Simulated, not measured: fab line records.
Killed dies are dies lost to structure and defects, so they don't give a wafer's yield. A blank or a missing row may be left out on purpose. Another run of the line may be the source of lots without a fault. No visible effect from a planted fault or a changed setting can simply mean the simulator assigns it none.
Matching of chambers + flow sky130 + SKY_VIA1_CMP_02 on cmp-01 has 4 sister chambers
The step polishes SiO2. 8 wafers are shown with their chamber, then 12 later ones without.

## EACH WAFER AND ITS CHAMBER
| wafer  | chamber | motorCurrentA (A) | headPressurePsi (psi) |
|--------|---------|-------------------|-----------------------|
| L080.3 | 3       | 13.9              | 4.006                 |
| L080.5 | 3       | 13.0              | 3.997                 |
| L088.2 | 2       | 15.0              | 3.997                 |
| L088.3 | 0       | 11.8              | 3.993                 |
| L088.4 | 1       | 10.8              | 4.012                 |
| L089.1 | 0       | 11.8              | 4.006                 |
| L089.3 | 1       | 11.0              | 3.997                 |
| L089.4 | 2       | 14.4              | 4.000                 |

## WAFERS WITHOUT THEIR CHAMBER
| wafer  | motorCurrentA (A) | headPressurePsi (psi) |
|--------|-------------------|-----------------------|
| L091.3 | 13.4              | 4.003                 |
| L091.5 | 11.1              | 4.006                 |
| L091.6 | 15.1              | 3.999                 |
| L092.1 | 12.9              | 3.978                 |
| L092.3 | 11.4              | 4.004                 |
| L092.6 | 11.2              | 4.008                 |
| L093.1 | 15.3              | 4.000                 |
| L093.4 | 11.8              | 3.984                 |
| L093.5 | 11.2              | 4.002                 |
| L097.1 | 14.6              | 3.998                 |
| L097.4 | 11.6              | 4.018                 |
| L097.6 | 12.3              | 3.999                 |

## WHICH CHAMBER EACH ONE RAN IN
| wafer  | from the rows above          | in truth |
|--------|------------------------------|----------|
| L091.3 | 3                            | 3        |
| L091.5 | can't be placed: 1 or 0      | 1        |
| L091.6 | 2                            | 2        |
| L092.1 | can't be placed: 3 or 0 or 2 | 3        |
| L092.3 | can't be placed: 0 or 1      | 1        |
| L092.6 | can't be placed: 1 or 0      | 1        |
| L093.1 | 2                            | 2        |
| L093.4 | can't be placed: 0 or 1      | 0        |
| L093.5 | can't be placed: 1 or 0      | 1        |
| L097.1 | 2                            | 2        |
| L097.4 | can't be placed: 0 or 1      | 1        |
| L097.6 | can't be placed: 0 or 3      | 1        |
Correctly placed: 4 of 12. These rows do not allow placing 8 (true chamber among the candidates in 7). Placed wrongly: 0.
How it was worked out, from the rows above alone: a wafer's distance from a chamber is the root of the sum, over the readings, of the square of ((its reading less the chamber's mean) divided by the reading's scatter). The wafer belongs to the nearest chamber; if the next one is less than 2 further off, it can't be placed. Each chamber's mean is taken over the wafers shown for it. The scatter is the square root of a quotient: the sum, over the shown wafers, of each reading's squared deviation from its chamber's mean, divided by wafers minus chambers.
